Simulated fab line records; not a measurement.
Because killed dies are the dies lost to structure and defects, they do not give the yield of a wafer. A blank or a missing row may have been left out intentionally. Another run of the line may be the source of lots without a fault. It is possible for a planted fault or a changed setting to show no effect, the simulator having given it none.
fab line records -- flow sky130
[record] lots = 7, wafers = 21, lastDay = 48
route steps=708 shown POLY_GATE@233 LDD_N@237 PAD_OPEN@708
lots untouched by any fault: they come from a run of this same line in which no faults occurred
startH: hours from the record's first day to the start of the lot's first wafer shown -- waitH: hours since the lot's step before -- " identical to the entry in the row above -- L1.1+2: several wafers, shown together as one row -- - no value, or no start given -- * or withheld: withheld -- < > ~ a bound
route shown NAME@n: NAME is a module with steps in the file, n the number in the route of the first one -- usual: mean/standard deviation of fault-free wafers -- same: alike in all rows -- chamber/n: place in a boat -- sites: per-site readings -- _std_site: their standard deviation -- _edge_site: mean of outer sites minus mean of inner sites -- radiusMm: for every site, how far away it sits from the centre of the wafer -- mask NAME#n: copy n -- behind: the last tool/chamber to shape the wafer -- hold: what put the lot on hold/how long, in hours/how the hold closed -- device: transistor that didn't switch, given as n, p or np -- end of line: the tests these same wafers got at the end of their route -- where a step has no rows: the recipe by itself -- killed: dies lost to structure and defects at the first sort, not the wafer's yield -- map: per-die view of a wafer (x killed, . not killed, _ where there is no die)
set.NAME: the setting that was run; set.NAME@STEP: the one run at that earlier step -- model.NAME: the simulator's own value behind a step, which no gauge read
lots at selected steps of the route; one table per step, one row per wafer
services: the hour from which a tool's chamber was out of use, counted from the record's first day as startH (under 0 if before that day), plus the number of hours and why
[[steps]]
[step SKY_POLY_GATE_CLEAN_19]
[recipe] chemistry = SC1/SC2, mix = 1:4:20, tempC = 70, timeS = 150, dry = n2Spin
[step SKY_POLY_GATE_OXIDATION_20]
[recipe] tempC = 850, ambient = O2, stabiliseS = 600, purgeS = 300, targetThkA = 40, oxTimeS = 899
[step SKY_POLY_GATE_THK_MEAS_21]
[recipe] reads = SiO2_of_POLY_GATE_OXIDATION_20
[usual] POLY_GATE_OXIDATION_THK = 4.03/0.079
lot.wafer,tool,chamber,startH,waitH,POLY_GATE_OXIDATION_THK[nm]
L694.1,filmMetro-02,-,363.36,0.0,4.09
L694.2,filmMetro-02,-,363.36,0.0,4.16
L694.3,filmMetro-02,-,363.36,0.0,4.14
L695.1,filmMetro-01,-,374.73,0.0,3.99
L695.3,filmMetro-01,-,374.73,0.0,4.08
L695.4,filmMetro-01,-,374.73,0.0,4.07
L699.1,filmMetro-02,-,405.57,0.0,4.04
L699.5,filmMetro-02,-,405.57,0.0,4.03
L699.6,filmMetro-02,-,405.57,0.0,4.01
L702.2,filmMetro-04,-,445.89,0.0,4.05
L702.3,filmMetro-04,-,445.89,0.0,4.05
L702.4,filmMetro-04,-,445.89,0.0,4.08
L704.1,filmMetro-02,-,455.81,0.0,3.99
L704.3,filmMetro-02,-,455.81,0.0,4.04
L704.6,filmMetro-02,-,455.81,0.0,4.03
L705.2,filmMetro-01,-,473.30,0.0,4.03
L705.4,filmMetro-01,-,473.30,0.0,3.95
L705.5,filmMetro-01,-,473.30,0.0,4.09
L706.1,filmMetro-01,-,477.76,0.0,4.04
L706.4,filmMetro-01,-,477.76,0.0,4.02
L706.5,filmMetro-01,-,477.76,0.0,4.04
[step SKY_POLY_GATE_CD_MEAS_22]
[usual] cdNm = 149.4/2.3
lot.wafer,tool,chamber,startH,waitH,cdNm
L694.1,cdSem-02,-,363.42,0.1,149.2
L694.2,cdSem-02,-,363.42,0.1,148.9
L694.3,cdSem-02,-,363.42,0.1,148.7
L695.1,cdSem-02,-,374.79,0.1,148.2
L695.3,cdSem-02,-,374.79,0.1,148.7
L695.4,cdSem-02,-,374.79,0.1,149.1
L699.1,cdSem-02,-,405.63,0.1,147.3
L699.5,cdSem-02,-,405.63,0.1,150.6
L699.6,cdSem-02,-,405.63,0.1,151.0
L702.2,cdSem-02,-,445.97,0.1,145.0
L702.3,cdSem-02,-,445.97,0.1,146.6
L702.4,cdSem-02,-,445.97,0.1,151.0
L704.1,cdSem-02,-,455.87,0.1,151.2
L704.3,cdSem-02,-,455.87,0.1,154.0
L704.6,cdSem-02,-,455.87,0.1,152.6
L705.2,cdSem-01,-,473.38,0.1,144.7
L705.4,cdSem-01,-,473.38,0.1,149.7
L705.5,cdSem-01,-,473.38,0.1,149.5
L706.1,cdSem-01,-,477.82,0.1,146.3
L706.4,cdSem-01,-,477.82,0.1,145.1
L706.5,cdSem-01,-,477.82,0.1,149.0
[step SKY_LDD_N_DEHYDRATE_00]
[recipe] tempC = 200, timeS = 60
[step SKY_LDD_N_HMDS_01]
[recipe] primeTimeS = 60, primeTempC = 120
[step SKY_LDD_N_COAT_02]
[recipe] resist = NOVOLAK, spinRpm = 3000, resistThkNm = 300
[step SKY_LDD_N_SOFTBAKE_03]
[recipe] tempC = 90, timeS = 60, resist = NOVOLAK
[step SKY_LDD_N_EXPOSE_04]
[recipe] maskId = NTM, targetCdNm = 840, na = 0.6, sourceShape = conventional, sigmaOuter = 0.6, doseMj = 110
[step SKY_LDD_N_PEB_05]
[recipe] tempC = withheld, timeS = *, resist = NOVOLAK
[step SKY_LDD_N_DEVELOP_06]
[recipe] developTimeS = 60, devTempC = 23
[step SKY_LDD_N_OVL_MEAS_07]
[usual] LDD_N_OVL = -1.4/1.2
lot.wafer,tool,chamber,startH,waitH,LDD_N_OVL[nm]
L694.1,overlay-01,-,391.32,0.1,-1.8
L694.2,overlay-01,-,391.32,0.1,-1.7
L694.3,overlay-01,-,391.32,0.1,-0.5
L695.1,overlay-01,-,403.91,0.1,-2.8
L695.3,overlay-01,-,403.91,0.1,-3.4
L695.4,overlay-01,-,403.91,0.1,-2.7
L699.1,overlay-02,-,436.17,0.1,0.0
L699.5,overlay-02,-,436.17,0.1,-1.1
L699.6,overlay-02,-,436.17,0.1,-1.9
L702.2,overlay-02,-,476.72,0.1,-2.0
L702.3,overlay-02,-,476.72,0.1,-1.8
L702.4,overlay-02,-,476.72,0.1,-3.6
L704.1,overlay-02,-,486.81,0.1,-1.4
L704.3,overlay-02,-,486.81,0.1,-0.9
L704.6,overlay-02,-,486.81,0.1,-1.0
L705.2,overlay-01,-,503.99,0.1,1.3
L705.4,overlay-01,-,503.99,0.1,-0.4
L705.5,overlay-01,-,503.99,0.1,-0.7
L706.1,overlay-01,-,508.26,0.1,-1.9
L706.4,overlay-01,-,508.26,0.1,-1.1
L706.5,overlay-01,-,508.26,0.1,-1.0
[step SKY_LDD_N_IMPLANT_08]
[recipe] species = As, energyKev = 20, doseCm2 = 7.5e+13, tiltDeg = withheld, rotationDeg = 23
[usual] implantIonAmu = 75/0
lot.wafer,tool,chamber,startH,waitH,implantIonAmu,model.implant.rpNm,model.implant.drpNm
L694.1,implanter-03,0,391.35,0.0,75,15.32,7.212
L694.2,implanter-03,0,391.35,0.0,75,15.32,7.212
L694.3,implanter-03,0,391.35,0.0,75,15.32,7.212
L695.1,implanter-04,0,403.95,0.0,75,15.84,7.212
L695.3,implanter-04,0,403.95,0.0,75,15.84,7.212
L695.4,implanter-04,0,403.95,0.0,75,15.84,7.212
L699.1,implanter-03,0,436.20,0.0,75,16.28,7.212
L699.5,implanter-03,0,436.20,0.0,75,16.28,7.212
L699.6,implanter-03,0,436.20,0.0,75,16.28,7.212
L702.2,implanter-04,0,476.78,0.0,75,16.19,7.212
L702.3,implanter-04,0,476.78,0.0,75,16.19,7.212
L702.4,implanter-04,0,476.78,0.0,75,16.19,7.212
L704.1,implanter-04,0,486.85,0.0,31,28.23,12.97
L704.3,implanter-04,0,486.85,0.0,31,28.23,12.97
L704.6,implanter-04,0,486.85,0.0,31,28.23,12.97
L705.2,implanter-03,0,504.05,0.0,31,26.92,12.97
L705.4,implanter-03,0,504.05,0.0,31,26.92,12.97
L705.5,implanter-03,0,504.05,0.0,31,26.92,12.97
L706.1,implanter-01,0,508.30,0.0,31,26.94,12.97
L706.4,implanter-01,0,508.30,0.0,31,26.94,12.97
L706.5,implanter-01,0,508.30,0.0,31,26.94,12.97
[step SKY_LDD_N_IMPLANT_09]
[recipe] species = As, energyKev = 20, doseCm2 = 7.5e+13, tiltDeg = withheld, rotationDeg = 113
[step SKY_LDD_N_IMPLANT_10]
[recipe] species = As, energyKev = 20, doseCm2 = 7.5e+13, tiltDeg = withheld, rotationDeg = 203
[step SKY_LDD_N_IMPLANT_11]
[recipe] species = As, energyKev = 20, doseCm2 = 7.5e+13, tiltDeg = withheld, rotationDeg = 293
[step SKY_LDD_N_IMPLANT_12]
[recipe] species = BF2, energyKev = 50, doseCm2 = 5e+12, tiltDeg = 30, rotationDeg = 0
[step SKY_LDD_N_IMPLANT_13]
[recipe] species = BF2, energyKev = 50, doseCm2 = 5e+12, tiltDeg = 30, rotationDeg = 90
[step SKY_LDD_N_IMPLANT_14]
[recipe] species = BF2, energyKev = 50, doseCm2 = 5e+12, tiltDeg = 30, rotationDeg = 180
[step SKY_LDD_N_IMPLANT_15]
[recipe] species = BF2, energyKev = 50, doseCm2 = 5e+12, tiltDeg = 30, rotationDeg = 270
[step SKY_LDD_N_STRIP_16]
[recipe] chemistry = O2/N2, powerW = 1400, pressureMtorr = 1500, platenTempC = withheld, o2FlowSccm = 3000, n2FlowSccm = 300, overashFraction = 0.5
[usual] chamberPressureMTorr = 1500.1/1.4, drypumpMotorCurrentA = 5.9/0.41, oesProductAu = 0.406/0.0042, stripTimeToEndpointS = 4.314/0.015
lot.wafer,tool,chamber,startH,waitH,chamberPressureMTorr,drypumpMotorCurrentA,oesProductAu,rfHoursCounterH,stripTimeToEndpointS
L694.1,plasmaAsher-03,0,392.55,0.1,1499.7,5.5,0.409,59,4.299
L694.2,plasmaAsher-03,1,392.55,0.1,1502.2,5.9,0.410,59,4.315
L694.3,plasmaAsher-03,0,392.55,0.1,1500.7,5.5,0.400,-,4.301
L695.1,plasmaAsher-01,0,405.15,0.1,1500.4,6.3,0.406,29,4.299
L695.3,plasmaAsher-01,1,405.15,0.1,1500.2,6.5,0.406,-,4.311
L695.4,plasmaAsher-01,0,405.15,0.1,1499.3,6.3,0.399,-,4.316
L699.1,plasmaAsher-04,0,437.40,0.1,1499.3,5.2,0.407,1,4.299
L699.5,plasmaAsher-04,1,437.40,0.1,1500.3,6.0,0.404,-,4.311
L699.6,plasmaAsher-04,0,437.40,0.1,1499.5,5.3,0.409,-,4.322
L702.2,plasmaAsher-03,0,477.95,0.1,1502.5,5.5,0.409,68,4.288
L702.3,plasmaAsher-03,0,477.95,0.1,1498.8,5.5,0.410,-,4.297
L702.4,plasmaAsher-03,1,477.95,0.1,1498.2,5.9,0.402,-,4.310
L704.1,plasmaAsher-03,1,488.05,0.1,1498.2,5.9,0.412,69,4.189
L704.3,plasmaAsher-03,1,488.05,0.1,1496.4,5.9,0.413,-,4.214
L704.6,plasmaAsher-03,1,488.05,0.1,1501.7,5.9,0.402,-,4.224
L705.2,plasmaAsher-03,0,505.22,0.1,1497.4,5.5,0.412,71,4.211
L705.4,plasmaAsher-03,1,505.22,0.1,1501.2,5.9,0.404,-,4.218
L705.5,plasmaAsher-03,1,505.22,0.1,1499.8,5.9,0.402,-,4.201
L706.1,plasmaAsher-01,0,509.50,0.1,1500.6,6.2,0.407,40,4.222
L706.4,plasmaAsher-01,0,509.50,0.1,1499.9,6.2,0.401,-,4.223
L706.5,plasmaAsher-01,0,509.50,0.1,1500.6,6.2,0.397,-,4.206
[step SKY_LDD_N_TW_MEAS_17]
[usual] LDD_N_TW = 2591/26
lot.wafer,tool,chamber,startH,waitH,LDD_N_TW
L694.1,filmMetro-01,-,392.65,0.1,2615
L694.2,filmMetro-01,-,392.65,0.1,2615
L694.3,filmMetro-01,-,392.65,0.1,2615
L695.1,filmMetro-04,-,405.25,0.1,2571
L695.3,filmMetro-04,-,405.25,0.1,2587
L695.4,filmMetro-04,-,405.25,0.1,2581
L699.1,filmMetro-03,-,437.50,0.1,2581
L699.5,filmMetro-03,-,437.50,0.1,2576
L699.6,filmMetro-03,-,437.50,0.1,2584
L702.2,filmMetro-03,-,478.06,0.1,2581
L702.3,filmMetro-03,-,478.06,0.1,2576
L702.4,filmMetro-03,-,478.06,0.1,2583
L704.1,filmMetro-01,-,488.15,0.1,2579
L704.3,filmMetro-01,-,488.15,0.1,2575
L704.6,filmMetro-01,-,488.15,0.1,2586
L705.2,filmMetro-03,-,505.33,0.1,2547
L705.4,filmMetro-03,-,505.33,0.1,2529
L705.5,filmMetro-03,-,505.33,0.1,2523
L706.1,filmMetro-03,-,509.60,0.1,2550
L706.4,filmMetro-03,-,509.60,0.1,2544
L706.5,filmMetro-03,-,509.60,0.1,2540
[step SKY_PAD_OPEN_PROBE_99]
[usual] killed_at_M0_to_M3 = 42/6.6, killed_at_M4_up = 3.1/1.9, killedAtContacts = 25/5.7, killedAtFrontEnd = 16/5, killedAtOther = 0.2/0.38, killedDies = 86/9.6, killedOpen = 47/7.2, killedShort = 39/6.2
[same] grossDies = 492, killedAtBackSide = 0
lot.wafer,tool,chamber,startH,waitH,killed_at_M0_to_M3,killed_at_M4_up,killedAtContacts,killedAtFrontEnd,killedAtOther,killedDies,killedOpen,killedShort,model.etest.tipN.rsOhmSq,model.etest.nfet_01v8_turned.driveUaUm,model.etest.nfet_01v8_lvt.driveUaUm,model.etest.nfet_01v8_swapped.driveUaUm,model.etest.sramNfetPass.driveUaUm,model.etest.nfet_01v8.driveUaUm,model.etest.nfet_01v8.rOnOhmUm,model.etest.resNdiff.lineOhmUm
L694.1,prober-01,-,1074.69,0.1,32,2,22,24,0,80,48,32,445.5,505.8,579.8,508.4,498.3,510.6,820.4,769.4
L694.2,prober-01,-,1074.74,0.1,40,4,31,16,0,91,54,37,446.7,515.3,586.5,523.3,506.6,518,804.3,765.3
L694.3,prober-01,-,1074.79,0.2,39,3,23,21,0,86,48,38,444.2,511.2,586.8,514.1,491.2,516.2,803.3,767.8
L695.1,prober-02,-,1082.55,0.1,37,1,23,10,0,71,41,30,440.9,528.4,600.1,529.6,542.5,528.6,813.5,738
L695.3,prober-02,-,1082.65,0.2,41,3,34,16,1,95,53,42,446.3,528,599,529.2,525.2,527.2,815.8,773.1
L695.4,prober-02,-,1082.70,0.2,50,2,29,14,0,95,53,42,442.1,522.7,599.4,526.8,504,524.1,814.8,766.1
L699.1,prober-02,-,1101.74,0.1,33,3,38,13,0,87,45,42,445.6,489,562,487.7,466.2,485.2,841.7,762.2
L699.5,prober-02,-,1101.94,0.2,48,3,30,25,0,106,62,44,444.4,482,550.5,481,467.9,478.8,868.7,760.1
L699.6,prober-02,-,1101.99,0.2,38,2,24,18,0,82,50,32,442,488.8,550.9,478.5,477.5,475.9,867.4,751.2
L702.2,prober-01,-,1128.63,0.1,43,5,23,17,0,88,46,42,439.8,505.1,577.6,507.2,482.5,504.7,823.1,797.5
L702.3,prober-01,-,1128.68,0.2,50,2,23,25,0,100,54,46,440,494.8,562.8,493.6,484.5,490.9,839.6,805.6
L702.4,prober-01,-,1128.73,0.2,43,3,22,17,0,85,45,40,440,484.4,558,482.1,474.7,480.9,852.4,792.3
L704.1,prober-01,-,1136.79,0.1,42,4,28,25,0,99,62,37,382.2,549.5,625.4,546.7,523.1,540.1,812.9,747.1
L704.3,prober-01,-,1136.89,0.2,42,0,26,15,0,83,45,38,382.7,525.2,590.8,511.8,499.4,508.2,853.7,743.7
L704.6,prober-01,-,1137.04,0.2,47,1,27,12,0,87,49,38,385.4,544.6,621.5,538.4,537.6,536.8,813.7,738.2
L705.2,prober-02,-,1147.73,0.1,38,2,42,9,0,91,48,43,385.8,546.6,621.1,538.9,541.2,535.4,816.9,739.1
L705.4,prober-02,-,1147.83,0.2,33,1,21,19,0,74,44,30,386.7,554.4,624.3,542.3,531.9,537.4,812.2,740.4
L705.5,prober-02,-,1147.88,0.2,52,2,26,14,0,94,55,39,384.8,541.3,610.3,529.8,506,530.9,826.5,751.8
L706.1,prober-01,-,1149.13,0.1,43,5,20,12,0,80,51,29,380.1,573.8,642.1,557.2,542.6,557.1,791.3,729.5
L706.4,prober-01,-,1149.28,0.2,40,1,23,16,0,80,49,31,380.8,566.8,633.9,560.5,554.5,556.4,794.2,728.5
L706.5,prober-01,-,1149.33,0.2,62,6,27,19,0,114,61,53,382,552.7,621,541.1,540,539.6,804.2,733.3
// killed by level:class
L694.1 VIA1:geometricParticle:open=8 LI_CONTACT:geometricParticle:open=7 FIELD_ISO:geometricParticle:short=6 POLY_GATE:geometricParticle:open=6 SPACER:geometricParticle:open=6 CONTACT:geometricParticle:open=6 VIA2:geometricParticle:open=6 FIELD_ISO:geometricParticle:open=4
L694.2 CONTACT:geometricParticle:open=18 LI_CONTACT:geometricParticle:open=6 VIA2:geometricParticle:open=6 VIA2:geometricParticle:short=6 FIELD_ISO:geometricParticle:short=5 VIA1:geometricParticle:open=5 FIELD_ISO:geometricParticle:open=4 LOCAL_INTERCONNECT:geometricParticle:short=4
L694.3 CONTACT:geometricParticle:open=10 VIA1:geometricParticle:open=10 LI_CONTACT:geometricParticle:open=7 VIA2:geometricParticle:open=6 VIA3:geometricParticle:open=5 POLY_GATE:geometricParticle:short=4 SPACER:geometricParticle:short=4 METAL2:geometricParticle:short=4
L695.1 VIA1:geometricParticle:open=9 CONTACT:geometricParticle:open=7 LI_CONTACT:geometricParticle:open=6 LI_CONTACT:geometricParticle:short=6 METAL1:geometricParticle:short=5 METAL2:geometricParticle:short=4 VIA2:geometricParticle:open=4 VIA3:geometricParticle:open=4
L695.3 CONTACT:geometricParticle:open=12 VIA1:geometricParticle:open=12 LI_CONTACT:geometricParticle:open=8 LOCAL_INTERCONNECT:geometricParticle:short=7 POLY_GATE:geometricParticle:short=6 VIA1:geometricParticle:short=5 VIA2:geometricParticle:open=5 VIA3:geometricParticle:short=5
L695.4 CONTACT:geometricParticle:open=13 VIA1:geometricParticle:open=12 LI_CONTACT:geometricParticle:open=7 VIA3:geometricParticle:open=7 VIA2:geometricParticle:open=6 VIA1:geometricParticle:short=6 FIELD_ISO:geometricParticle:short=5 CONTACT:geometricParticle:short=5
L699.1 CONTACT:geometricParticle:open=14 LI_CONTACT:geometricParticle:open=7 CONTACT:geometricParticle:short=7 VIA1:geometricParticle:open=7 METAL1:geometricParticle:short=6 VIA1:geometricParticle:short=6 VIA2:geometricParticle:open=5 FIELD_ISO:geometricParticle:short=4
L699.5 CONTACT:geometricParticle:open=13 VIA1:geometricParticle:open=12 LI_CONTACT:geometricParticle:open=8 VIA3:geometricParticle:open=7 METAL1:geometricParticle:short=6 VIA1:geometricParticle:short=6 FIELD_ISO:geometricParticle:open=5 POLY_GATE:geometricParticle:open=5
L699.6 CONTACT:geometricParticle:open=11 FIELD_ISO:geometricParticle:open=8 VIA1:geometricParticle:open=8 VIA2:geometricParticle:open=7 LI_CONTACT:geometricParticle:open=6 CONTACT:geometricParticle:short=5 METAL2:geometricParticle:short=5 FIELD_ISO:geometricParticle:short=4
L702.2 LI_CONTACT:geometricParticle:open=14 VIA1:geometricParticle:open=10 VIA2:geometricParticle:open=7 METAL1:geometricParticle:short=6 FIELD_ISO:geometricParticle:short=5 METAL2:geometricParticle:short=5 METAL4:geometricParticle:short=5 VIA3:geometricParticle:open=4
L702.3 CONTACT:geometricParticle:open=9 VIA3:geometricParticle:open=9 VIA1:geometricParticle:open=8 METAL2:geometricParticle:short=7 POLY_GATE:geometricParticle:open=6 POLY_GATE:geometricParticle:short=5 LI_CONTACT:geometricParticle:open=5 CONTACT:geometricParticle:short=5
L702.4 METAL2:geometricParticle:short=11 CONTACT:geometricParticle:open=9 VIA1:geometricParticle:open=8 LI_CONTACT:geometricParticle:open=7 POLY_GATE:geometricParticle:short=5 METAL1:geometricParticle:short=5 VIA2:geometricParticle:open=4 VIA3:geometricParticle:open=4
L704.1 VIA1:geometricParticle:open=12 LI_CONTACT:geometricParticle:open=11 CONTACT:geometricParticle:open=8 FIELD_ISO:geometricParticle:open=7 VIA2:geometricParticle:open=7 METAL2:geometricParticle:short=5 VIA3:geometricParticle:open=5 POLY_GATE:geometricParticle:open=4
L704.3 VIA1:geometricParticle:open=12 CONTACT:geometricParticle:open=10 METAL1:geometricParticle:short=8 LI_CONTACT:geometricParticle:open=7 FIELD_ISO:geometricParticle:short=6 CONTACT:geometricParticle:short=6 VIA2:geometricParticle:open=6 METAL2:geometricParticle:short=6
L704.6 VIA1:geometricParticle:open=17 CONTACT:geometricParticle:short=7 LI_CONTACT:geometricParticle:open=7 VIA3:geometricParticle:open=7 FIELD_ISO:geometricParticle:open=5 METAL2:geometricParticle:short=5 LI_CONTACT:geometricParticle:short=5 VIA1:geometricParticle:short=5
L705.2 CONTACT:geometricParticle:open=12 CONTACT:geometricParticle:short=9 LI_CONTACT:geometricParticle:open=8 VIA1:geometricParticle:open=8 METAL1:geometricParticle:short=7 LI_CONTACT:geometricParticle:short=6 VIA2:geometricParticle:open=6 FIELD_ISO:geometricParticle:short=5
L705.4 FIELD_ISO:geometricParticle:open=9 CONTACT:geometricParticle:open=9 LI_CONTACT:geometricParticle:open=6 METAL2:geometricParticle:short=6 VIA1:geometricParticle:short=6 VIA3:geometricParticle:open=5 VIA2:geometricParticle:open=5 CONTACT:geometricParticle:short=3
L705.5 CONTACT:geometricParticle:open=10 VIA1:geometricParticle:open=10 VIA2:geometricParticle:open=8 LI_CONTACT:geometricParticle:open=7 VIA3:geometricParticle:open=7 CONTACT:geometricParticle:short=5 METAL1:geometricParticle:short=5 METAL2:geometricParticle:short=5
L706.1 VIA1:geometricParticle:open=11 CONTACT:geometricParticle:open=8 VIA2:geometricParticle:open=8 LI_CONTACT:geometricParticle:open=6 VIA3:geometricParticle:open=6 METAL1:geometricParticle:short=5 FIELD_ISO:geometricParticle:open=4 CONTACT:geometricParticle:short=4
L706.4 LI_CONTACT:geometricParticle:open=10 VIA1:geometricParticle:open=9 FIELD_ISO:geometricParticle:open=5 CONTACT:geometricParticle:open=5 VIA2:geometricParticle:open=5 METAL2:geometricParticle:short=5 POLY_GATE:geometricParticle:open=4 CONTACT:geometricParticle:short=4
L706.5 VIA1:geometricParticle:open=14 VIA3:geometricParticle:open=13 CONTACT:geometricParticle:open=10 CONTACT:geometricParticle:short=7 METAL2:geometricParticle:short=6 LI_CONTACT:geometricParticle:open=6 VIA3:geometricParticle:short=6 METAL1:geometricParticle:short=6
[[services]]
tool,chamber,startH,hours,kind
implanter-01,-,378.60,3.9,pm
implanter-04,-,380.70,0.7,repair
plasmaAsher-04,-,388.27,2.8,repair
implanter-03,-,392.55,20.5,pm
plasmaAsher-04,-,409.57,0.5,repair
plasmaAsher-04,-,421.25,9.0,pm
plasmaAsher-04,0,421.25,9.0,ventCycle
plasmaAsher-04,1,421.25,9.0,ventCycle
implanter-01,-,425.02,2.9,pm
plasmaAsher-04,0,430.25,-,clean
plasmaAsher-04,1,430.25,-,clean
implanter-03,-,479.03,4.3,repair
implanter-01,-,496.19,3.5,repair
[[key]]
[firstSign] step = SKY_LDD_N_IMPLANT_08, reading = implantIonAmu, direction = down, sigmas = 99+, usual = 75, struck = 31
[effect] step = SKY_LDD_N_STRIP_16, reading = stripTimeToEndpointS, direction = down, sigmas = 6.9, usual = *, struck = *
[effect] step = SKY_LDD_N_TW_MEAS_17, reading = LDD_N_TW, direction = down, sigmas = 1.5, usual = 2591, struck = 2553
[modelEffect] step = SKY_LDD_N_IMPLANT_08, value = implant.rpNm, without = 15.55, struck = 27.36
[modelEffect] step = SKY_PAD_OPEN_PROBE_99, value = etest.tipN.rsOhmSq, without = 443.5, struck = 383.4
metAt SKY_LDD_N_IMPLANT_08
struckWafers L704.1,L704.3,L704.6,L705.2,L705.4,L705.5,L706.1,L706.4,L706.5
testerLeftOut L704,L705,L706
onsetBetween 476.78 486.85
[fault] kind = wrongRecipeDownload, tool = implanter-01,implanter-03,implanter-04, chamber = -, onsetH = 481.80, steps = SKY_LDD_N_IMPLANT_08, wrongRecipe.notListed = 1
// testerLeftOut: of these lots the tester's yield and bins aren't shown, on N5 and GAA mostly nor the transistor test; their killed dies are dies lost to structure and defects alone, not to doping, threshold or leakage, so they don't give the yield
